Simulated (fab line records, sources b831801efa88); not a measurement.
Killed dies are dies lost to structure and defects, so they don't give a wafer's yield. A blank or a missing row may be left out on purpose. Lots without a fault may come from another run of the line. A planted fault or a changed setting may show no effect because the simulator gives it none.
One fault seen from 2 desks | flow sky130 | each desk has only its own numbers; what lay behind them comes last

THE METROLOGY DESK
What the gauges read, lot by lot, whatever tool the lot ran on: means of the sampled wafers that have a number. A lot is out of limits, marked OUT, if its mean lies more than 4 standard deviations from the usual mean; the brackets give that distance.
Columns: A = INCOMING_BOW at SKY_FIELD_ISO_BOW_MEAS_00, usual -1 um; B = FIELD_ISO_CVD_03_THK at SKY_FIELD_ISO_THK_MEAS_04, usual 164.7 nm; C = cd_nm at SKY_VT_ADJUST_HVTP_CD_MEAS_07, usual 380.0 nm
lot  | first seen here | A  | B     | C
L780 | day 1 10:00     | -1 | 165.9 | 381.4
L781 | day 1 15:02     | -2 | 165.1 | 379.9
L783 | day 2 01:04     | -2 | 163.5 | 382.5
L784 | day 2 06:00     | -5 | 164.6 | 379.3
L785 | day 2 11:01     | 1  | 164.7 | 375.2
L788 | day 3 02:01     | -2 | 163.9 | 384.4
L790 | day 3 12:00     | 4  | 165.7 | 377.9
L791 | day 3 17:00     | 3  | 166.7 | 383.8
L792 | day 3 22:01     | -2 | 164.4 | 376.8
L793 | day 4 03:01     | 1  | 159.8 | 382.1
L795 | day 4 13:01     | -3 | 163.8 | 379.3
L798 | day 5 04:00     | 3  | 165.3 | 380.3
L800 | day 5 14:00     | 2  | 166.3 | 379.5
L802 | day 6 00:02     | 1  | 165.5 | 379.4
This desk's finding: nothing out of limits on any of the 14 lots.

THE TOOL OWNER'S DESK: litho_track-03
The tool's own readings at SKY_PWDE_DEVELOP_06 (develop time 60 s): means of the sampled wafers that have a number, for each lot that ran on this tool. A lot is out of limits, marked OUT, if its mean lies more than 4 standard deviations from the usual mean; the brackets give that distance.
Columns: A = developer_temp_C at SKY_PWDE_DEVELOP_06, usual 23.02 C
lot  | first seen here | A
L781 | day 4 02:00     | 22.97
L785 | day 5 04:00     | 23.10
L788 | day 5 18:00     | 23.02
L791 | day 6 11:00     | 23.11
L792 | day 6 17:00     | 24.01 (+9.9) OUT
L793 | day 6 22:00     | 23.87 (+8.5) OUT
This desk's finding: out of limits on L792, L793; first on L792, day 6 17:00 (developer_temp_C at SKY_PWDE_DEVELOP_06). In limits: L781, L785, L788, L791.

PUT TOGETHER
The tool owner's desk could have raised an alarm at day 6 17:00, on L792, L793.
The metrology desk saw nothing out of limits.
The metrology desk has L792, L793 on record, within its limits.
Of the lots named, all ran SKY_PWDE_DEVELOP_06 on litho_track-03.

WHAT THE SIMULATOR HAD PUT IN
Process parameter drift: litho_track-03, from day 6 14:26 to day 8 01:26, at SKY_PWDE_DEVELOP_06. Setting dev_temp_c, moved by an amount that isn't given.
Lots struck among those shown: L792, L793.
Hours from the fault's start to each desk's first reading out of limits: the tool owner's desk, 3.
